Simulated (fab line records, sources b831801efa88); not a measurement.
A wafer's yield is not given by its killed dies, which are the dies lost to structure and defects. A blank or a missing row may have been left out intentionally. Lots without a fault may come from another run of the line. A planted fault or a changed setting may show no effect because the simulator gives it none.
The tool behind it: which one? || flow gf180mcu || 13 lots with 39 wafers sampled at 6 steps, on a route of 602 steps

== WHAT THE GAUGES SHOWED, per wafer ==
GF_STI_CD_MEAS_12: the cd target is 220 nm.
{"lot": "L249", "measured": "day 2 05:57", "on": "cdSem-01", "cdNm (nm)": "219.6 220.2 220.8"}
{"lot": "L250", "measured": "day 2 11:06", "on": "cdSem-01", "cdNm (nm)": "220.3 222.0 221.4"}
{"lot": "L251", "measured": "day 2 16:49", "on": "cdSem-02", "cdNm (nm)": "219.8 218.7 219.1"}
{"lot": "L252", "measured": "day 2 22:29", "on": "cdSem-02", "cdNm (nm)": "218.6 218.8 220.0"}
{"lot": "L257", "measured": "day 4 00:37", "on": "cdSem-01", "cdNm (nm)": "220.0 221.1 221.1"}
{"lot": "L258", "measured": "day 4 04:41", "on": "cdSem-02", "cdNm (nm)": "220.8 220.4 221.2"}
{"lot": "L259", "measured": "day 4 11:24", "on": "cdSem-01", "cdNm (nm)": "218.0 218.0 220.0"}
{"lot": "L260", "measured": "day 4 17:38", "on": "cdSem-01", "cdNm (nm)": "218.9 219.1 218.7"}
{"lot": "L261", "measured": "day 4 20:06", "on": "cdSem-02", "cdNm (nm)": "219.8 219.2 218.5"}
{"lot": "L262", "measured": "day 5 01:55", "on": "cdSem-02", "cdNm (nm)": "219.7 217.5 218.8"}
{"lot": "L264", "measured": "day 5 11:17", "on": "cdSem-02", "cdNm (nm)": "219.5 221.0 220.1"}
{"lot": "L265", "measured": "day 5 16:51", "on": "cdSem-01", "cdNm (nm)": "221.0 220.8 219.7"}
{"lot": "L270", "measured": "day 6 23:46", "on": "cdSem-02", "cdNm (nm)": "218.2 219.2 219.3"}

GF_MVSD_TW_MEAS_11.
{"lot": "L249", "measured": "day 4 18:25", "on": "filmMetro-03", "MVSD_TW": "1596 1595 1585"}
{"lot": "L250", "measured": "day 4 21:32", "on": "filmMetro-04", "MVSD_TW": "1608 1594 1599"}
{"lot": "L251", "measured": "day 5 05:32", "on": "filmMetro-04", "MVSD_TW": "1602 1611 1595"}
{"lot": "L252", "measured": "day 5 10:44", "on": "filmMetro-04", "MVSD_TW": "1596 1598 1593"}
{"lot": "L257", "measured": "day 6 15:23", "on": "filmMetro-04", "MVSD_TW": "1595 1602 1607"}
{"lot": "L258", "measured": "day 6 23:21", "on": "filmMetro-04", "MVSD_TW": "1609 1601 1601"}
{"lot": "L259", "measured": "day 7 03:52", "on": "filmMetro-03", "MVSD_TW": "1582 1585 1575"}
{"lot": "L260", "measured": "day 7 10:05", "on": "filmMetro-02", "MVSD_TW": "1582 1584 1583"}
{"lot": "L261", "measured": "day 7 12:23", "on": "filmMetro-02", "MVSD_TW": "1581 1579 1580"}
{"lot": "L262", "measured": "day 7 19:47", "on": "filmMetro-02", "MVSD_TW": "1592 1588 1584"}
{"lot": "L264", "measured": "day 8 04:26", "on": "filmMetro-02", "MVSD_TW": "1603 1615 1607"}
{"lot": "L265", "measured": "day 8 11:05", "on": "filmMetro-04", "MVSD_TW": "30 30 30"}
{"lot": "L270", "measured": "day 10 02:02", "on": "filmMetro-04", "MVSD_TW": "1586 1586 1597"}

GF_V1_THK_MEAS_03.
{"lot": "L249", "measured": "day 17 15:55", "on": "filmMetro-01", "V1_CVD_02_THK (nm)": "852 858 869"}
{"lot": "L250", "measured": "day 17 19:58", "on": "filmMetro-01", "V1_CVD_02_THK (nm)": "835 847 866"}
{"lot": "L251", "measured": "day 18 05:04", "on": "filmMetro-01", "V1_CVD_02_THK (nm)": "857 864 865"}
{"lot": "L252", "measured": "day 18 17:44", "on": "filmMetro-01", "V1_CVD_02_THK (nm)": "853 857 859"}
{"lot": "L257", "measured": "day 20 10:59", "on": "filmMetro-02", "V1_CVD_02_THK (nm)": "849 854 868"}
{"lot": "L258", "measured": "day 21 05:10", "on": "filmMetro-01", "V1_CVD_02_THK (nm)": "862 857 861"}
{"lot": "L259", "measured": "day 21 11:41", "on": "filmMetro-01", "V1_CVD_02_THK (nm)": "840 853 857"}
{"lot": "L260", "measured": "day 21 19:40", "on": "filmMetro-03", "V1_CVD_02_THK (nm)": "830 828 824"}
{"lot": "L261", "measured": "day 22 02:19", "on": "filmMetro-02", "V1_CVD_02_THK (nm)": "841 845 860"}
{"lot": "L262", "measured": "day 22 12:58", "on": "filmMetro-01", "V1_CVD_02_THK (nm)": "850 837 869"}
{"lot": "L264", "measured": "day 23 00:31", "on": "filmMetro-01", "V1_CVD_02_THK (nm)": "828 831 845"}
{"lot": "L265", "measured": "day 23 10:25", "on": "filmMetro-01", "V1_CVD_02_THK (nm)": "841 856 869"}
{"lot": "L270", "measured": "day 25 08:33", "on": "filmMetro-03", "V1_CVD_02_THK (nm)": "840 854 843"}

GF_M2_RS_MEAS_05: the measuring method here is four-point-probe.
{"lot": "L249", "measured": "day 18 17:32", "on": "filmMetro-03", "M2_ALCU_RS (ohm/sq)": "0.0703 0.0696 0.0715"}
{"lot": "L250", "measured": "day 18 22:07", "on": "filmMetro-03", "M2_ALCU_RS (ohm/sq)": "0.0704 0.0710 0.0698"}
{"lot": "L251", "measured": "day 19 06:26", "on": "filmMetro-03", "M2_ALCU_RS (ohm/sq)": "0.0692 0.0696 0.0697"}
{"lot": "L252", "measured": "day 19 19:58", "on": "filmMetro-04", "M2_ALCU_RS (ohm/sq)": "0.0706 0.0703 0.0713"}
{"lot": "L257", "measured": "day 21 13:08", "on": "filmMetro-01", "M2_ALCU_RS (ohm/sq)": "0.0702 0.0704 0.0694"}
{"lot": "L258", "measured": "day 22 06:20", "on": "filmMetro-01", "M2_ALCU_RS (ohm/sq)": "0.0702 0.0705 0.0697"}
{"lot": "L259", "measured": "day 22 13:48", "on": "filmMetro-01", "M2_ALCU_RS (ohm/sq)": "0.0687 0.0685 0.0680"}
{"lot": "L260", "measured": "day 22 21:20", "on": "filmMetro-01", "M2_ALCU_RS (ohm/sq)": "0.0688 0.0697 0.0690"}
{"lot": "L261", "measured": "day 23 03:44", "on": "filmMetro-03", "M2_ALCU_RS (ohm/sq)": "0.0701 0.0699 0.0699"}
{"lot": "L262", "measured": "day 23 13:59", "on": "filmMetro-01", "M2_ALCU_RS (ohm/sq)": "0.0698 0.0696 0.0693"}
{"lot": "L264", "measured": "day 24 01:22", "on": "filmMetro-03", "M2_ALCU_RS (ohm/sq)": "0.0688 0.0686 0.0686"}
{"lot": "L265", "measured": "day 24 10:46", "on": "filmMetro-01", "M2_ALCU_RS (ohm/sq)": "0.0713 0.0699 0.0702"}
{"lot": "L270", "measured": "day 26 07:55", "on": "filmMetro-01", "M2_ALCU_RS (ohm/sq)": "0.0684 0.0677 0.0687"}

== WHAT TOOL EACH LOT RAN ON (gives the tool, then ch and the chambers of the sampled wafers, and finally the start) ==
{"lot": "L249", "GF_LVPWELL_STRIP_10": "plasmaAsher-02 ch 0,1, day 4 03:46", "GF_MVSD_STRIP_10": "plasmaAsher-03 ch 0,1, day 4 18:19"}
{"lot": "L250", "GF_LVPWELL_STRIP_10": "plasmaAsher-04 ch 0,1, day 4 07:07", "GF_MVSD_STRIP_10": "plasmaAsher-01 ch 0,1, day 4 21:25"}
{"lot": "L251", "GF_LVPWELL_STRIP_10": "plasmaAsher-03 ch 0,1, day 4 15:09", "GF_MVSD_STRIP_10": "plasmaAsher-01 ch 0,1, day 5 05:27"}
{"lot": "L252", "GF_LVPWELL_STRIP_10": "plasmaAsher-04 ch 0,1, day 4 20:03", "GF_MVSD_STRIP_10": "plasmaAsher-02 ch 0,1, day 5 10:38"}
{"lot": "L257", "GF_LVPWELL_STRIP_10": "plasmaAsher-02 ch 0,1, day 6 00:30", "GF_MVSD_STRIP_10": "plasmaAsher-03 ch 0,1, day 6 15:18"}
{"lot": "L258", "GF_LVPWELL_STRIP_10": "plasmaAsher-04 ch 0,1, day 6 08:28", "GF_MVSD_STRIP_10": "plasmaAsher-01 ch 0,1, day 6 23:15"}
{"lot": "L259", "GF_LVPWELL_STRIP_10": "plasmaAsher-04 ch 0,1, day 6 12:16", "GF_MVSD_STRIP_10": "plasmaAsher-01 ch 0,1, day 7 03:46"}
{"lot": "L260", "GF_LVPWELL_STRIP_10": "plasmaAsher-03 ch 0,1, day 6 17:33", "GF_MVSD_STRIP_10": "plasmaAsher-03 ch 0,1, day 7 09:59"}
{"lot": "L261", "GF_LVPWELL_STRIP_10": "plasmaAsher-02 ch 1, day 6 20:36", "GF_MVSD_STRIP_10": "plasmaAsher-02 ch 0,1, day 7 12:17"}
{"lot": "L262", "GF_LVPWELL_STRIP_10": "plasmaAsher-03 ch 0,1, day 7 04:07", "GF_MVSD_STRIP_10": "plasmaAsher-01 ch 0,1, day 7 19:40"}
{"lot": "L264", "GF_LVPWELL_STRIP_10": "plasmaAsher-03 ch 0,1, day 7 11:56", "GF_MVSD_STRIP_10": "plasmaAsher-02 ch 0,1, day 8 04:20"}
{"lot": "L265", "GF_LVPWELL_STRIP_10": "plasmaAsher-04 ch 0,1, day 7 18:25", "GF_MVSD_STRIP_10": "plasmaAsher-03 ch 0,1, day 8 10:59"}
{"lot": "L270", "GF_LVPWELL_STRIP_10": "plasmaAsher-03 ch 0,1, day 9 07:48", "GF_MVSD_STRIP_10": "plasmaAsher-03 ch 0, day 10 01:56"}
- GF_LVPWELL_STRIP_10: strips in O2/N2.
- GF_MVSD_STRIP_10: strips in O2/N2.

== WHAT THE TOOLS THEMSELVES READ (means of the sampled wafers that have a number; where no wafer has one, the mark that the record gives instead) ==
GF_LVPWELL_STRIP_10.
{"lot": "L249", "tool": "plasmaAsher-02", "drypumpMotorCurrentA (A)": 5.2, "heaterPowerW (W)": 331, "n2FlowSccm (sccm)": 299.4, "oesProductAu (a.u.)": 0.724, "stripTimeToEndpointS (s)": 36.91}
{"lot": "L250", "tool": "plasmaAsher-04", "drypumpMotorCurrentA (A)": 6.0, "heaterPowerW (W)": 330, "n2FlowSccm (sccm)": 300.6, "oesProductAu (a.u.)": 0.720, "stripTimeToEndpointS (s)": 37.17}
{"lot": "L251", "tool": "plasmaAsher-03", "drypumpMotorCurrentA (A)": 6.0, "heaterPowerW (W)": 291, "n2FlowSccm (sccm)": 299.5, "oesProductAu (a.u.)": 0.728, "stripTimeToEndpointS (s)": 37.02}
{"lot": "L252", "tool": "plasmaAsher-04", "drypumpMotorCurrentA (A)": 5.7, "heaterPowerW (W)": 340, "n2FlowSccm (sccm)": 300.6, "oesProductAu (a.u.)": 0.727, "stripTimeToEndpointS (s)": 37.03}
{"lot": "L257", "tool": "plasmaAsher-02", "drypumpMotorCurrentA (A)": 5.1, "heaterPowerW (W)": 352, "n2FlowSccm (sccm)": 299.7, "oesProductAu (a.u.)": 0.717, "stripTimeToEndpointS (s)": 37.01}
{"lot": "L258", "tool": "plasmaAsher-04", "drypumpMotorCurrentA (A)": 5.9, "heaterPowerW (W)": 327, "n2FlowSccm (sccm)": 299.8, "oesProductAu (a.u.)": 0.718, "stripTimeToEndpointS (s)": 36.99}
{"lot": "L259", "tool": "plasmaAsher-04", "drypumpMotorCurrentA (A)": 5.7, "heaterPowerW (W)": 338, "n2FlowSccm (sccm)": 299.0, "oesProductAu (a.u.)": 0.721, "stripTimeToEndpointS (s)": 36.98}
{"lot": "L260", "tool": "plasmaAsher-03", "drypumpMotorCurrentA (A)": 6.0, "heaterPowerW (W)": 287, "n2FlowSccm (sccm)": 299.8, "oesProductAu (a.u.)": 0.719, "stripTimeToEndpointS (s)": 36.90}
{"lot": "L261", "tool": "plasmaAsher-02", "drypumpMotorCurrentA (A)": 5.0, "heaterPowerW (W)": 361, "n2FlowSccm (sccm)": 301.0, "oesProductAu (a.u.)": 0.724, "stripTimeToEndpointS (s)": 36.81}
{"lot": "L262", "tool": "plasmaAsher-03", "drypumpMotorCurrentA (A)": 6.0, "heaterPowerW (W)": 288, "n2FlowSccm (sccm)": 299.5, "oesProductAu (a.u.)": 0.724, "stripTimeToEndpointS (s)": 37.15}
{"lot": "L264", "tool": "plasmaAsher-03", "drypumpMotorCurrentA (A)": 6.0, "heaterPowerW (W)": 288, "n2FlowSccm (sccm)": 300.5, "oesProductAu (a.u.)": 0.725, "stripTimeToEndpointS (s)": 36.79}
{"lot": "L265", "tool": "plasmaAsher-04", "drypumpMotorCurrentA (A)": 5.9, "heaterPowerW (W)": 325, "n2FlowSccm (sccm)": 300.3, "oesProductAu (a.u.)": 0.937, "stripTimeToEndpointS (s)": "-"}
{"lot": "L270", "tool": "plasmaAsher-03", "drypumpMotorCurrentA (A)": 5.9, "heaterPowerW (W)": 310, "n2FlowSccm (sccm)": 299.2, "oesProductAu (a.u.)": 0.723, "stripTimeToEndpointS (s)": 36.93}

GF_MVSD_STRIP_10.
{"lot": "L249", "tool": "plasmaAsher-03", "drypumpMotorCurrentA (A)": 5.9, "heaterPowerW (W)": 307, "n2FlowSccm (sccm)": 300.1, "oesProductAu (a.u.)": 0.721, "stripTimeToEndpointS (s)": 36.84}
{"lot": "L250", "tool": "plasmaAsher-01", "drypumpMotorCurrentA (A)": 5.9, "heaterPowerW (W)": 331, "n2FlowSccm (sccm)": 300.1, "oesProductAu (a.u.)": 0.721, "stripTimeToEndpointS (s)": 36.90}
{"lot": "L251", "tool": "plasmaAsher-01", "drypumpMotorCurrentA (A)": 5.8, "heaterPowerW (W)": 332, "n2FlowSccm (sccm)": 299.4, "oesProductAu (a.u.)": 0.727, "stripTimeToEndpointS (s)": 36.88}
{"lot": "L252", "tool": "plasmaAsher-02", "drypumpMotorCurrentA (A)": 5.1, "heaterPowerW (W)": 352, "n2FlowSccm (sccm)": 300.0, "oesProductAu (a.u.)": 0.725, "stripTimeToEndpointS (s)": 36.87}
{"lot": "L257", "tool": "plasmaAsher-03", "drypumpMotorCurrentA (A)": 6.0, "heaterPowerW (W)": 289, "n2FlowSccm (sccm)": 299.2, "oesProductAu (a.u.)": 0.722, "stripTimeToEndpointS (s)": 36.98}
{"lot": "L258", "tool": "plasmaAsher-01", "drypumpMotorCurrentA (A)": 5.8, "heaterPowerW (W)": 333, "n2FlowSccm (sccm)": 300.4, "oesProductAu (a.u.)": 0.720, "stripTimeToEndpointS (s)": 36.84}
{"lot": "L259", "tool": "plasmaAsher-01", "drypumpMotorCurrentA (A)": 5.8, "heaterPowerW (W)": 332, "n2FlowSccm (sccm)": 299.9, "oesProductAu (a.u.)": 0.725, "stripTimeToEndpointS (s)": 36.95}
{"lot": "L260", "tool": "plasmaAsher-03", "drypumpMotorCurrentA (A)": 5.9, "heaterPowerW (W)": 308, "n2FlowSccm (sccm)": 300.2, "oesProductAu (a.u.)": 0.720, "stripTimeToEndpointS (s)": 36.98}
{"lot": "L261", "tool": "plasmaAsher-02", "drypumpMotorCurrentA (A)": 5.1, "heaterPowerW (W)": 352, "n2FlowSccm (sccm)": 300.2, "oesProductAu (a.u.)": 0.725, "stripTimeToEndpointS (s)": 36.94}
{"lot": "L262", "tool": "plasmaAsher-01", "drypumpMotorCurrentA (A)": 5.8, "heaterPowerW (W)": 335, "n2FlowSccm (sccm)": 300.6, "oesProductAu (a.u.)": 0.726, "stripTimeToEndpointS (s)": 36.84}
{"lot": "L264", "tool": "plasmaAsher-02", "drypumpMotorCurrentA (A)": 5.1, "heaterPowerW (W)": 347, "n2FlowSccm (sccm)": 299.8, "oesProductAu (a.u.)": 0.725, "stripTimeToEndpointS (s)": 36.97}
{"lot": "L265", "tool": "plasmaAsher-03", "drypumpMotorCurrentA (A)": 6.0, "heaterPowerW (W)": 288, "n2FlowSccm (sccm)": 301.0, "oesProductAu (a.u.)": 0.722, "stripTimeToEndpointS (s)": 56.96}
{"lot": "L270", "tool": "plasmaAsher-03", "drypumpMotorCurrentA (A)": 6.1, "heaterPowerW (W)": 271, "n2FlowSccm (sccm)": 300.1, "oesProductAu (a.u.)": 0.719, "stripTimeToEndpointS (s)": 36.95}

== THE ANSWER, worked out from the rows above alone ==
Rule: the usual values come from the lots themselves. The widest of any qualifying gaps counts: lots, ordered by their means at a reading, are off when they make up no more than a third of the lots, leave a main group of 4 or more, and stand apart from it by 3 or more times the standard deviation of that group's means. If all means in a main group match to the digits the tables above print for the reading, that group is not used. A lot without any number at a reading at which 4 lots or more have one is off too. All remaining lots with rows at the step are treated as sound. Order of review: gauges by route order, followed by the tools' own readings, for which a lot's mean as printed above is used. The first step at which some lot is off is used, and at that step the reading that is off furthest; a lot without a number counts as furthest.
Off: L265, at GF_MVSD_TW_MEAS_11 (MVSD_TW). Mean 1594 and standard deviation 9.2 in the main group.
If a tool, at a process step before that reading, ran all the lots that are off and no sound lot after the first of them, it fits. Not tried: the gauges at GF_MVSD_TW_MEAS_11; whatever is off there is also off at GF_LVPWELL_STRIP_10, on other tools, and gauge error can't account for it. One fits: GF_LVPWELL_STRIP_10 on plasmaAsher-04. Its last sound lot is L259 (day 6 12:16), its first lot that is off L265 (day 7 18:25): a fault that began between those two fits.
The tool's own readings at GF_LVPWELL_STRIP_10 bear it out: on the lots that are off they differ by more than 5 times the standard deviation of the sound lots' means. oesProductAu reads 0.937 a.u. there against 0.722 a.u. on the sound lots.
Blank at GF_LVPWELL_STRIP_10 on the lots that are off, where sound lots have numbers: stripTimeToEndpointS.

== WHAT THE SIMULATOR HAD PUT IN ==
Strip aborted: plasmaAsher-04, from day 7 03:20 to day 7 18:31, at GF_LVPWELL_STRIP_10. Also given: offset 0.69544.
Shown lots that were struck: L265. The same result came from the rule above.
